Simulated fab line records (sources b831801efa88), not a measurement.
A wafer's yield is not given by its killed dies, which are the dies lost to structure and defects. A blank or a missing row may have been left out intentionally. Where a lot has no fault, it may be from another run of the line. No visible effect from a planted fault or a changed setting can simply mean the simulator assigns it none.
What tool caused it? ; flow gf180mcu ; 12 lots with 36 wafers sampled at 5 steps, on a route of 602 steps

WHAT EACH GAUGE READ, for each wafer
GF_NWELL_TW_MEAS_11. Usual: for NWELL_TW the level is 1554 and the standard deviation is 19.
lot;measured;on;NWELL_TW;flag
L786;day 3 19:37;filmMetro-01;1550 1568 1556;
L785;day 3 20:29;filmMetro-02;1532 1536 1521;
L787;day 4 02:58;filmMetro-02;1533 1538 1522;
L789;day 4 07:11;filmMetro-02;1536 1532 1529;
L790;day 4 15:02;filmMetro-03;1928 1936 1938;OFF
L792;day 5 02:38;filmMetro-01;1895 1901 1899;OFF
L795;day 5 14:48;filmMetro-01;1896 1901 1885;OFF
L798;day 6 11:20;filmMetro-01;1554 1546 1558;
L803;day 8 00:05;filmMetro-01;1551 1546 1555;
L806;day 8 11:20;filmMetro-01;1545 1551 1546;
L805;day 8 11:38;filmMetro-02;1530 1536 1541;
L807;day 9 00:46;filmMetro-01;1562 1572 1575;

GF_VT_IMPLANT_OVL_MEAS_29. Usual: for VT_IMPLANT_02_OVL the level is 0.3 nm and the standard deviation is 1.5.
lot;measured;on;VT_IMPLANT_02_OVL (nm);flag
L786;day 7 08:04;overlay-02;0.3 -0.9 1.2;
L785;day 7 09:14;overlay-02;0.2 -1.4 -0.6;
L787;day 7 15:48;overlay-02;1.5 0.6 -0.3;
L789;day 7 18:14;overlay-01;-0.8 0.3 1.0;
L790;day 8 05:14;overlay-02;-1.4 -2.6 -1.7;
L792;day 8 19:35;overlay-01;0.4 -0.7 1.6;
L795;day 9 11:17;overlay-02;1.0 2.8 4.0;
L798;day 10 13:26;overlay-02;2.6 0.5 2.4;
L803;day 12 12:41;overlay-01;2.8 3.8 3.7;
L806;day 13 00:41;overlay-02;0.5 0.2 0.1;
L805;day 13 01:23;overlay-01;1.7 1.0 -0.3;
L807;day 13 16:12;overlay-02;-0.1 -2.6 -1.1;

GF_VT_IMPLANT_RS_MEAS_47: a four-point-probe measurement. Usual: for NWELL_RS the level is 487.8 ohm/sq and the standard deviation is 1.1.
lot;measured;on;NWELL_RS (ohm/sq);flag
L786;day 7 23:32;filmMetro-02;489.7 487.2 490.1;
L785;day 8 01:19;filmMetro-02;489.0 487.4 489.7;
L787;day 8 08:00;filmMetro-01;488.6 487.1 487.7;
L789;day 8 11:07;filmMetro-03;486.5 486.1 486.8;
L790;day 8 21:55;filmMetro-01;310.1 309.5 309.3;OFF
L792;day 9 13:30;filmMetro-03;309.4 308.6 308.9;OFF
L795;day 10 05:40;filmMetro-01;308.5 309.0 309.3;OFF
L798;day 11 08:13;filmMetro-01;488.7 490.5 488.5;
L803;day 13 08:39;filmMetro-03;486.5 487.1 487.9;
L806;day 13 21:07;filmMetro-03;489.7 487.0 488.0;
L805;day 13 22:28;filmMetro-03;486.8 487.2 488.5;
L807;day 14 13:21;filmMetro-01;489.4 488.7 488.8;

GF_POLY_GATE_OVL_MEAS_11. Usual: for POLY_GATE_OVL the level is -1 nm and the standard deviation is 5.7.
lot;measured;on;POLY_GATE_OVL (nm);flag
L786;day 9 14:01;overlay-01;-12 -5 -11;
L785;day 9 15:55;overlay-01;-12 -15 -4;
L787;day 9 22:53;overlay-01;-3 3 -6;
L789;day 10 06:14;overlay-01;3 4 8;
L790;day 10 14:53;overlay-01;2 0 1;
L792;day 11 06:50;overlay-02;-3 3 0;
L795;day 11 23:17;overlay-02;3 4 1;
L798;day 13 04:59;overlay-01;4 8 8;
L803;day 15 07:46;overlay-01;-1 -2 -2;
L806;day 15 20:23;overlay-02;8 9 5;
L805;day 15 23:55;overlay-01;-2 -5 2;
L807;day 16 13:17;overlay-02;-5 -1 3;

WHAT TOOL EACH LOT RAN ON (gives the tool, then ch and the chambers of the sampled wafers, and finally the start)
lot;GF_NWELL_IMPLANT_09
L786;implanter-04 ch 0, day 3 19:25
L785;implanter-02 ch 0, day 3 20:14
L787;implanter-04 ch 0, day 4 02:43
L789;implanter-02 ch 0, day 4 06:56
L790;implanter-04 ch 0, day 4 14:48
L792;implanter-04 ch 0, day 5 02:23
L795;implanter-04 ch 0, day 5 14:34
L798;implanter-02 ch 0, day 6 11:05
L803;implanter-02 ch 0, day 7 23:50
L806;implanter-01 ch 0, day 8 11:06
L805;implanter-04 ch 0, day 8 11:23
L807;implanter-04 ch 0, day 9 00:31
- GF_NWELL_IMPLANT_09

WHAT THE TOOLS THEMSELVES READ (means of the sampled wafers that have a number; where no wafer has one, the mark that the record gives instead)
GF_NWELL_IMPLANT_09. Usual: doseIonsCm2 4e+12, standard deviation 4.2e+09; faradayCurrentUA 22.5, standard deviation 0.43.
lot;tool;doseIonsCm2;faradayCurrentUA;flag
L786;implanter-04;4e+12;22.7;
L785;implanter-02;4e+12;22.3;
L787;implanter-04;4e+12;22.4;
L789;implanter-02;4e+12;22.1;
L790;implanter-04;3e+13;150.8;OFF
L792;implanter-04;3e+13;151.7;OFF
L795;implanter-04;3e+13;148.4;OFF
L798;implanter-02;4e+12;22.3;
L803;implanter-02;4e+12;22.1;
L806;implanter-01;4e+12;23.0;
L805;implanter-04;4e+12;22.4;
L807;implanter-04;4e+12;22.2;

THE ANSWER, worked out from the rows above alone
Rule: take the mean of a lot's wafers that have a number; if it is more than 3 standard deviations from the usual mean, the lot is off. A lot without any number at a reading at which 4 lots or more have one is off too. All remaining lots with rows at the step are treated as sound. First the gauges in route order, then the tools' own readings, where a lot's mean is used as printed above. The first step at which some lot is off is used, and at that step the reading that is off furthest; a lot without a number counts as furthest.
Off: L790, L792, L795, at GF_NWELL_TW_MEAS_11 (NWELL_TW).
A tool fits if, at a process step before that reading, it ran every lot that is off, and no sound lot after the first of them. The gauges at GF_NWELL_TW_MEAS_11 aren't tried: what is off there is off at GF_NWELL_IMPLANT_09 too, on other tools, and a gauge's error can't cause that. None of those tried fits.

WHAT THE SIMULATOR HAD PUT IN
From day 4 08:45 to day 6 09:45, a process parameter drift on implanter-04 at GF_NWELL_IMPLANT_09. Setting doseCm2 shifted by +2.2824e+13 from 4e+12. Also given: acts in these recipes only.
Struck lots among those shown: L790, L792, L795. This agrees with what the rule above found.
